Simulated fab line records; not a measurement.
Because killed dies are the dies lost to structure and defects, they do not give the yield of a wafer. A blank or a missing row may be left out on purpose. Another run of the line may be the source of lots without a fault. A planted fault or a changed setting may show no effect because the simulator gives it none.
fab line records    flow sky130
record: lots: 7  wafers: 21  last-day: 49
route steps=708 shown VT_ADJUST_PCH@144 SONOS_TUNNEL@154 PAD_OPEN@708
lots with no fault: from the same line, run without faults
start-h: hours from the record's opening day to when the first of the lot's shown wafers began    wait-h: hours elapsed since this lot's preceding step    " identical to the entry in the row above    L1.1+2: a row that stands for several wafers    - no value, or no start given    * or withheld: withheld    < > ~ a bound
route shown NAME@n: names a module that has steps shown in the file, with the first one's number in the route    usual: mean and standard deviation over wafers with no fault    same: alike in all rows    chamber/n: place in a boat    sites: the reading at each site    _std_site: their standard deviation    _edge_site: the outer-site mean with the inner-site mean subtracted    radius-mm: for every site, how far away it sits from the centre of the wafer    mask NAME#n: copy n    behind: the most recent tool/chamber to have shaped the wafer    hold: what put the lot on hold/how long, in hours/how the hold closed    device: the n, p or np transistor that did not switch    end of line: the same wafers' tests at the end of the route    where a step has no rows: the recipe by itself    killed: dies lost to structure and defects at the first sort, not the wafer's yield    map: shows each die of a wafer: x if killed, . if not, _ if none is there
set.NAME: the run value of the setting; set.NAME@STEP: its run value at that earlier step    model.NAME: the simulator's own value behind a step, which no gauge read
a table for each step, a row for each wafer; lots at some steps of the route
services: when a tool's chamber went out of use (start-h, in hours from the record's first day, below 0 if earlier), for how many hours, and the reason
== steps ==
step: SKY_VT_ADJUST_PCH_HMDS_01
recipe: prime-time-s: 60  prime-temp-c: 120
step: SKY_VT_ADJUST_PCH_COAT_02
recipe: spin-rpm: 2000  resist-thk-nm: 3000
step: SKY_VT_ADJUST_PCH_SOFTBAKE_03
recipe: temp-c: 110  time-s: withheld
step: SKY_VT_ADJUST_PCH_EXPOSE_04
recipe: mask-id: NWM  na: 0.6  source-shape: conventional  sigma-outer: 0.6  polarization: unpolarized  target-cd-nm: 840  dose-mj: 255
step: SKY_VT_ADJUST_PCH_PEB_05
recipe: temp-c: 115  time-s: withheld
step: SKY_VT_ADJUST_PCH_DEVELOP_06
recipe: wall-angle-deg: 90  developer: TMAH  develop-time-s: 60  dev-temp-c: 23
step: SKY_VT_ADJUST_PCH_OVL_MEAS_07
usual: VT_ADJUST_PCH_OVL: -0.5/1.2
lot.wafer  tool        chamber  start-h  wait-h  VT_ADJUST_PCH_OVL[nm]
L701.1     overlay-02  -        239.92   -       0.8
L701.5     "           -        "        "       2.4
L701.6     "           -        "        "       1.3
L706.1     overlay-02  -        274.06   -       -0.7
L706.3     "           -        "        "       0.8
L706.5     "           -        "        "       -2.4
L707.2     overlay-02  -        285.27   -       0.6
L707.3     "           -        "        "       -1.4
L707.5     "           -        "        "       -1.0
L708.1     overlay-01  -        293.92   -       -0.7
L708.2     "           -        "        "       -0.6
L708.3     "           -        "        "       -0.4
L715.2     overlay-02  -        343.96   -       1.0
L715.3     "           -        "        "       -1.0
L715.5     "           -        "        "       -0.9
L717.2     overlay-02  -        357.01   -       -1.7
L717.5     "           -        "        "       -2.3
L717.6     "           -        "        "       0.0
L719.2     overlay-02  -        373.69   -       0.7
L719.3     "           -        "        "       0.7
L719.5     "           -        "        "       -0.4
step: SKY_VT_ADJUST_PCH_IMPLANT_08
recipe: species: B  energy-kev: 10  dose-cm2: 5e+11  tilt-deg: withheld
step: SKY_VT_ADJUST_PCH_STRIP_09
recipe: chemistry: O2/N2  power-w: 1400  pressure-mtorr: 1500  platen-temp-c: withheld  o2-flow-sccm: 3000  n2-flow-sccm: 300  overash-fraction: 0.5
usual: drypump-motor-current-A: 5.8/0.47  oes-product-au: 0.722/0.0044  strip-time-to-endpoint-s: 36.96/0.11
lot.wafer  tool             chamber  start-h  wait-h  drypump-motor-current-A  oes-product-au  rf-hours-counter-h  strip-time-to-endpoint-s
L701.1     plasma-asher-02  0        240.10   0.1     5.1                      0.725           52                  37.03
L701.5     "                0        "        "       5.1                      0.720           -                   36.96
L701.6     "                1        "        "       6.4                      0.724           -                   37.00
L706.1     plasma-asher-04  0        274.24   0.1     5.9                      0.721           58                  37.02
L706.3     "                0        "        "       5.9                      0.721           -                   37.07
L706.5     "                0        "        "       6.0                      0.726           -                   37.17
L707.2     plasma-asher-02  0        285.45   0.1     5.1                      0.730           57                  36.89
L707.3     "                0        "        "       5.1                      0.717           -                   36.75
L707.5     "                0        "        "       5.1                      0.724           -                   36.85
L708.1     plasma-asher-04  1        294.10   0.1     5.7                      0.720           61                  36.93
L708.2     "                0        "        "       5.9                      0.716           61                  37.06
L708.3     "                0        "        "       5.9                      0.725           -                   37.10
L715.2     plasma-asher-03  1        344.14   0.1     6.3                      0.727           24                  37.10
L715.3     "                0        "        "       5.2                      0.723           -                   37.10
L715.5     "                0        "        "       5.2                      0.726           -                   37.07
L717.2     plasma-asher-03  0        357.19   0.1     5.2                      0.720           25                  37.04
L717.5     "                1        "        "       6.3                      0.718           -                   37.05
L717.6     "                0        "        "       5.2                      0.717           -                   36.98
L719.2     plasma-asher-03  1        373.87   0.1     6.3                      0.719           26                  37.06
L719.3     "                1        "        "       6.3                      0.726           -                   36.90
L719.5     "                1        "        "       6.3                      0.727           -                   36.87
step: SKY_VT_ADJUST_PCH_TW_MEAS_10
usual: VT_ADJUST_PCH_TW: 142.6/1.3
lot.wafer  tool           chamber  start-h  wait-h  VT_ADJUST_PCH_TW
L701.1     film-metro-04  -        240.20   0.1     140.9
L701.5     "              -        "        "       141.5
L701.6     "              -        "        "       140.1
L706.1     film-metro-03  -        274.34   0.1     144.2
L706.3     "              -        "        "       144.5
L706.5     "              -        "        "       144.4
L707.2     film-metro-01  -        285.56   0.1     141.6
L707.3     "              -        "        "       142.5
L707.5     "              -        "        "       141.4
L708.1     film-metro-04  -        294.20   0.1     142.2
L708.2     "              -        "        "       141.1
L708.3     "              -        "        "       141.2
L715.2     film-metro-03  -        344.25   0.1     143.0
L715.3     "              -        "        "       143.1
L715.5     "              -        "        "       143.1
L717.2     film-metro-01  -        357.30   0.1     143.0
L717.5     "              -        "        "       143.7
L717.6     "              -        "        "       144.1
L719.2     film-metro-01  -        373.98   0.1     143.0
L719.3     "              -        "        "       143.0
L719.5     "              -        "        "       143.0
step: SKY_SONOS_TUNNEL_DEHYDRATE_00
recipe: temp-c: 200  time-s: 60
step: SKY_SONOS_TUNNEL_HMDS_01
recipe: prime-time-s: 60  prime-temp-c: 120
step: SKY_SONOS_TUNNEL_COAT_02
recipe: resist: NOVOLAK  spin-rpm: 3000  resist-thk-nm: 1140
usual: dispense-pressure-kPa: 48.5/1.8  resist-line-temp-C: 23.01/0.11  spin-speed-rpm: 3000.1/2
lot.wafer  tool            chamber  start-h  wait-h  dispense-pressure-kPa  resist-line-temp-C  spin-speed-rpm  model.NOVOLAK_of_SONOS_TUNNEL_COAT_02.thk-nm
L701.1     litho-track-03  0        251.26   0.1     46.9                   22.89               3003.2          1139
L701.5     "               0        "        "       46.8                   22.94               2999.7          1140
L701.6     "               0        "        "       46.8                   22.94               3000.5          1140
L706.1     litho-track-04  0        286.17   0.1     48.9                   23.05               2925.0          1150
L706.3     "               0        "        "       48.9                   23.07               2926.0          1153
L706.5     "               0        "        "       48.9                   22.96               2919.4          1157
L707.2     litho-track-04  0        298.14   0.1     48.9                   22.98               2924.8          1159
L707.3     "               0        "        "       48.9                   23.02               2921.6          1161
L707.5     "               0        "        "       48.9                   23.01               2923.2          1159
L708.1     litho-track-04  0        306.72   0.1     48.9                   22.89               2923.2          1153
L708.2     "               0        "        "       48.9                   23.04               2922.3          1156
L708.3     "               0        "        "       48.9                   22.96               2920.0          1154
L715.2     litho-track-03  0        358.03   0.1     46.8                   23.04               3000.2          1139
L715.3     "               0        "        "       46.9                   22.94               3000.6          1139
L715.5     "               0        "        "       46.8                   23.05               3004.5          1139
L717.2     litho-track-04  0        371.29   0.1     48.9                   23.01               3000.1          1140
L717.5     "               0        "        "       48.8                   23.03               3000.6          1139
L717.6     "               0        "        "       48.8                   22.83               3000.9          1142
L719.2     litho-track-04  0        388.24   0.1     48.8                   23.03               3001.4          1144
L719.3     "               0        "        "       48.9                   23.17               3000.6          1147
L719.5     "               0        "        "       48.9                   22.96               3002.4          1143
step: SKY_SONOS_TUNNEL_SOFTBAKE_03
recipe: temp-c: 90  time-s: 60  resist: NOVOLAK
step: SKY_SONOS_TUNNEL_EXPOSE_04
recipe: mask-id: TUNM  na: 0.6  source-shape: conventional  sigma-outer: 0.6  polarization: unpolarized  target-cd-nm: 410  dose-mj: 136
step: SKY_SONOS_TUNNEL_PEB_05
recipe: temp-c: withheld  time-s: *  resist: NOVOLAK
step: SKY_SONOS_TUNNEL_DEVELOP_06
recipe: resist: NOVOLAK  developer: TMAH  develop-time-s: 60  dev-temp-c: 23
usual: resist-line-temp-C: 23.01/0.1
lot.wafer  tool            chamber  start-h  wait-h  resist-line-temp-C  model.NOVOLAK_of_SONOS_TUNNEL_COAT_02.thk-nm
L701.1     litho-track-03  0        263.26   0.1     23.11               1138
L701.5     "               0        "        "       23.02               1139
L701.6     "               0        "        "       23.00               1140
L706.1     litho-track-03  0        299.66   0.1     23.02               1149
L706.3     "               0        "        "       22.90               1153
L706.5     "               0        "        "       22.96               1156
L707.2     litho-track-03  0        311.18   0.1     22.92               1158
L707.3     "               0        "        "       23.08               1160
L707.5     "               0        "        "       22.97               1159
L708.1     litho-track-04  0        319.87   0.1     23.01               1152
L708.2     "               0        "        "       23.03               1156
L708.3     "               0        "        "       22.92               1154
L715.2     litho-track-04  0        372.44   0.1     23.17               1139
L715.3     "               0        "        "       23.26               1139
L715.5     "               0        "        "       23.22               1139
L717.2     litho-track-04  0        385.59   0.1     23.01               1139
L717.5     "               0        "        "       22.96               1138
L717.6     "               0        "        "       22.84               1141
L719.2     litho-track-03  0        402.73   0.1     23.00               1144
L719.3     "               0        "        "       23.00               1146
L719.5     "               0        "        "       23.07               1142
step: SKY_SONOS_TUNNEL_CD_MEAS_07
recipe: target-cd-nm: 410
usual: cd-nm: 410/3
lot.wafer  tool       chamber  start-h  wait-h  cd-nm
L701.1     cd-sem-02  -        263.41   0.1     409
L701.5     "          -        "        "       409
L701.6     "          -        "        "       409
L706.1     cd-sem-01  -        299.81   0.1     409
L706.3     "          -        "        "       411
L706.5     "          -        "        "       410
L707.2     cd-sem-02  -        311.33   0.1     408
L707.3     "          -        "        "       406
L707.5     "          -        "        "       406
L708.1     cd-sem-01  -        320.02   0.1     410
L708.2     "          -        "        "       410
L708.3     "          -        "        "       412
L715.2     cd-sem-02  -        372.59   0.1     403
L715.3     "          -        "        "       405
L715.5     "          -        "        "       404
L717.2     cd-sem-02  -        385.74   0.1     408
L717.5     "          -        "        "       408
L717.6     "          -        "        "       407
L719.2     cd-sem-01  -        402.88   0.1     408
L719.3     "          -        "        "       410
L719.5     "          -        "        "       409
step: SKY_PAD_OPEN_PROBE_99
usual: killed_at_M0_to_M3: 42/6.8  killed_at_M4_up: 3.2/1.8  killed-at-contacts: 25/5.4  killed-at-front-end: 15/4.5  killed-at-other: 0.3/0.56  killed-dies: 85/9.7  killed-open: 46/7.1  killed-short: 39/6.5
same: gross-dies: 492  killed-at-back-side: 0
lot.wafer  tool       chamber  start-h  wait-h  killed_at_M0_to_M3  killed_at_M4_up  killed-at-contacts  killed-at-front-end  killed-at-other  killed-dies  killed-open  killed-short
L701.1     prober-01  -        1086.48  0.1     49                  4                27                  22                   0                102          52           50
L701.5     prober-01  -        1086.68  0.2     33                  4                22                  16                   0                75           44           31
L701.6     prober-01  -        1086.73  0.2     41                  4                29                  13                   0                87           39           48
L706.1     prober-02  -        1117.68  0.1     46                  3                20                  17                   0                86           47           39
L706.3     prober-02  -        1117.78  0.2     36                  1                28                  15                   1                81           43           38
L706.5     prober-02  -        1117.88  0.2     40                  5                22                  10                   1                78           35           43
L707.2     prober-01  -        1123.53  0.1     29                  5                32                  14                   0                80           35           44
L707.3     prober-01  -        1123.58  0.2     43                  2                23                  13                   1                82           46           36
L707.5     prober-01  -        1123.68  0.2     47                  2                25                  12                   0                86           46           39
L708.1     prober-02  -        1134.69  0.1     38                  7                24                  10                   0                79           42           37
L708.2     prober-02  -        1134.74  0.1     47                  3                17                  11                   0                78           39           39
L708.3     prober-02  -        1134.79  0.2     32                  6                27                  19                   0                84           43           41
L715.2     prober-01  -        1171.58  0.1     39                  8                30                  17                   0                94           46           46
L715.3     prober-01  -        1171.63  0.2     54                  3                23                  16                   0                96           52           43
L715.5     prober-01  -        1171.73  0.2     54                  5                33                  13                   0                105          70           35
L717.2     prober-01  -        1174.33  0.1     42                  3                28                  19                   1                93           58           35
L717.5     prober-01  -        1174.48  0.2     41                  2                20                  22                   0                85           50           35
L717.6     prober-01  -        1174.53  0.2     47                  2                27                  14                   1                91           56           35
L719.2     prober-01  -        1181.47  0.1     39                  1                22                  12                   0                74           43           31
L719.3     prober-01  -        1181.52  0.2     43                  3                27                  15                   0                88           47           41
L719.5     prober-01  -        1181.62  0.2     37                  3                20                  21                   1                82           49           33
killed by level:class
L701.1 VIA1:geometric-particle:open=11 CONTACT:geometric-particle:open=9 METAL2:geometric-particle:short=7 CONTACT:geometric-particle:short=7 POLY_GATE:geometric-particle:open=6 VIA2:geometric-particle:short=6 LI_CONTACT:geometric-particle:open=6 METAL1:geometric-particle:short=6
L701.5 VIA1:geometric-particle:open=8 FIELD_ISO:geometric-particle:short=7 LI_CONTACT:geometric-particle:open=7 VIA2:geometric-particle:open=7 CONTACT:geometric-particle:open=6 CONTACT:geometric-particle:short=4 POLY_GATE:geometric-particle:open=4 METAL4:geometric-particle:short=4
L701.6 VIA1:geometric-particle:short=11 LI_CONTACT:geometric-particle:open=8 CONTACT:geometric-particle:open=8 CONTACT:geometric-particle:short=7 VIA2:geometric-particle:open=7 FIELD_ISO:geometric-particle:short=5 METAL2:geometric-particle:short=5 FIELD_ISO:geometric-particle:open=4
L706.1 VIA3:geometric-particle:open=10 METAL1:geometric-particle:short=8 CONTACT:geometric-particle:open=7 FIELD_ISO:geometric-particle:open=6 VIA1:geometric-particle:open=6 VIA1:geometric-particle:short=6 LI_CONTACT:geometric-particle:short=5 LI_CONTACT:geometric-particle:open=5
L706.3 LI_CONTACT:geometric-particle:open=12 FIELD_ISO:geometric-particle:open=6 VIA1:geometric-particle:open=6 METAL2:geometric-particle:short=6 LOCAL_INTERCONNECT:geometric-particle:short=6 VIA3:geometric-particle:open=5 CONTACT:geometric-particle:open=5 FIELD_ISO:geometric-particle:short=4
L706.5 METAL1:geometric-particle:short=7 VIA2:geometric-particle:short=7 LI_CONTACT:geometric-particle:open=6 CONTACT:geometric-particle:open=6 CONTACT:geometric-particle:short=5 VIA1:geometric-particle:open=5 VIA3:geometric-particle:short=5 FIELD_ISO:geometric-particle:short=4
L707.2 CONTACT:geometric-particle:open=9 LI_CONTACT:geometric-particle:open=7 LOCAL_INTERCONNECT:geometric-particle:short=6 CONTACT:geometric-particle:short=5 VIA1:geometric-particle:open=5 METAL2:geometric-particle:short=5 POLY_GATE:geometric-particle:short=4 LI_CONTACT:geometric-particle:short=4
L707.3 VIA1:geometric-particle:open=12 LI_CONTACT:geometric-particle:open=6 CONTACT:geometric-particle:open=6 CONTACT:geometric-particle:short=5 VIA2:geometric-particle:open=5 METAL2:geometric-particle:short=5 METAL2:geometric-particle:open=5 FIELD_ISO:geometric-particle:short=4
L707.5 VIA1:geometric-particle:open=12 CONTACT:geometric-particle:open=8 METAL2:geometric-particle:short=8 VIA1:geometric-particle:short=6 VIA2:geometric-particle:open=6 LI_CONTACT:geometric-particle:short=5 LI_CONTACT:geometric-particle:open=5 POLY_GATE:geometric-particle:open=4
L708.1 LI_CONTACT:geometric-particle:open=11 VIA1:geometric-particle:open=7 VIA1:geometric-particle:short=5 METAL2:geometric-particle:short=5 METAL4:geometric-particle:short=5 VIA2:geometric-particle:open=4 CONTACT:geometric-particle:open=4 METAL1:geometric-particle:short=4
L708.2 VIA1:geometric-particle:open=12 VIA2:geometric-particle:open=9 VIA1:geometric-particle:short=7 CONTACT:geometric-particle:short=6 METAL2:geometric-particle:short=6 LI_CONTACT:geometric-particle:open=4 VIA3:geometric-particle:open=4 FIELD_ISO:geometric-particle:short=3
L708.3 LI_CONTACT:geometric-particle:open=10 CONTACT:geometric-particle:open=7 FIELD_ISO:geometric-particle:short=5 METAL1:geometric-particle:short=5 VIA1:geometric-particle:open=5 VIA2:geometric-particle:short=5 FIELD_ISO:geometric-particle:open=4 POLY_GATE:geometric-particle:short=4
L715.2 VIA1:geometric-particle:open=10 CONTACT:geometric-particle:open=9 FIELD_ISO:geometric-particle:open=7 LI_CONTACT:geometric-particle:open=7 CONTACT:geometric-particle:short=6 METAL4:geometric-particle:short=5 LOCAL_INTERCONNECT:geometric-particle:short=5 METAL1:geometric-particle:short=5
L715.3 CONTACT:geometric-particle:open=9 LI_CONTACT:geometric-particle:open=8 VIA3:geometric-particle:open=8 VIA1:geometric-particle:open=8 FIELD_ISO:geometric-particle:short=7 METAL1:geometric-particle:short=6 VIA1:geometric-particle:short=5 METAL2:geometric-particle:open=5
L715.5 VIA1:geometric-particle:open=19 CONTACT:geometric-particle:open=16 VIA3:geometric-particle:open=11 LI_CONTACT:geometric-particle:open=10 FIELD_ISO:geometric-particle:open=4 POLY_GATE:geometric-particle:short=4 CONTACT:geometric-particle:short=4 VIA1:geometric-particle:short=4
L717.2 FIELD_ISO:geometric-particle:open=14 LI_CONTACT:geometric-particle:open=12 VIA1:geometric-particle:open=10 METAL2:geometric-particle:short=8 CONTACT:geometric-particle:open=8 VIA3:geometric-particle:open=4 CONTACT:geometric-particle:short=4 METAL1:geometric-particle:short=4
L717.5 VIA1:geometric-particle:open=9 CONTACT:geometric-particle:open=8 VIA2:geometric-particle:open=8 METAL1:geometric-particle:short=7 LI_CONTACT:geometric-particle:open=6 FIELD_ISO:geometric-particle:open=5 METAL2:geometric-particle:short=5 POLY_GATE:geometric-particle:open=4
L717.6 CONTACT:geometric-particle:open=11 LI_CONTACT:geometric-particle:open=10 VIA2:geometric-particle:open=8 METAL1:geometric-particle:short=8 VIA1:geometric-particle:open=7 FIELD_ISO:geometric-particle:open=6 METAL2:geometric-particle:short=4 VIA2:geometric-particle:short=4
L719.2 CONTACT:geometric-particle:open=8 METAL1:geometric-particle:short=8 VIA1:geometric-particle:open=8 VIA2:geometric-particle:open=6 FIELD_ISO:geometric-particle:open=5 VIA3:geometric-particle:open=5 LI_CONTACT:geometric-particle:open=4 LOCAL_INTERCONNECT:geometric-particle:short=4
L719.3 CONTACT:geometric-particle:open=11 VIA1:geometric-particle:open=10 LI_CONTACT:geometric-particle:open=7 VIA1:geometric-particle:short=6 VIA2:geometric-particle:open=6 LOCAL_INTERCONNECT:geometric-particle:short=5 VIA3:geometric-particle:open=5 POLY_GATE:geometric-particle:short=4
L719.5 FIELD_ISO:geometric-particle:open=8 LI_CONTACT:geometric-particle:open=7 VIA1:geometric-particle:open=7 VIA3:geometric-particle:open=7 METAL1:geometric-particle:short=6 CONTACT:geometric-particle:open=6 VIA2:geometric-particle:open=6 POLY_GATE:geometric-particle:short=5
== services ==
tool             chamber  start-h  hours  kind
plasma-asher-04  -        241.92   9.0    repair
litho-track-03   -        255.81   -      consumable-replace:filter
plasma-asher-02  -        262.18   0.8    repair
plasma-asher-04  -        304.45   1.4    repair
litho-track-04   -        306.37   -      consumable-replace:filter
plasma-asher-04  -        321.44   1.1    repair
plasma-asher-02  -        351.98   2.8    pm
plasma-asher-03  -        352.84   3.9    repair
plasma-asher-03  -        387.99   2.4    repair
== key ==
first-sign: step: SKY_SONOS_TUNNEL_COAT_02  reading: spin-speed-rpm  direction: down  sigmas: 39  usual: 3000.1  struck: 2922.8
effect none on later readings
model-effect: step: SKY_SONOS_TUNNEL_COAT_02  value: NOVOLAK_of_SONOS_TUNNEL_COAT_02.thk-nm  without: 1141  struck: 1156
model-effect: step: SKY_SONOS_TUNNEL_DEVELOP_06  value: NOVOLAK_of_SONOS_TUNNEL_COAT_02.thk-nm  without: 1141  struck: 1155
met-at SKY_SONOS_TUNNEL_COAT_02
struck-wafers L706.1,L706.3,L706.5,L707.2,L707.3,L707.5,L708.1,L708.2,L708.3
tester-left-out L706,L707,L708
fault: kind: process-parameter-drift  tool: litho-track-04  chamber: -  onset-h: 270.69  steps: SKY_SONOS_TUNNEL_COAT_02  channel: spin-rpm  offset: -75.567  shape: step  end-h: 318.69  acts-in: these-recipes-only  stated: 3000
tester-left-out: of these lots the tester's yield and bins aren't shown, on N5 and GAA mostly nor the transistor test; their killed dies are dies lost to structure and defects alone, not to doping, threshold or leakage, so they don't give the yield
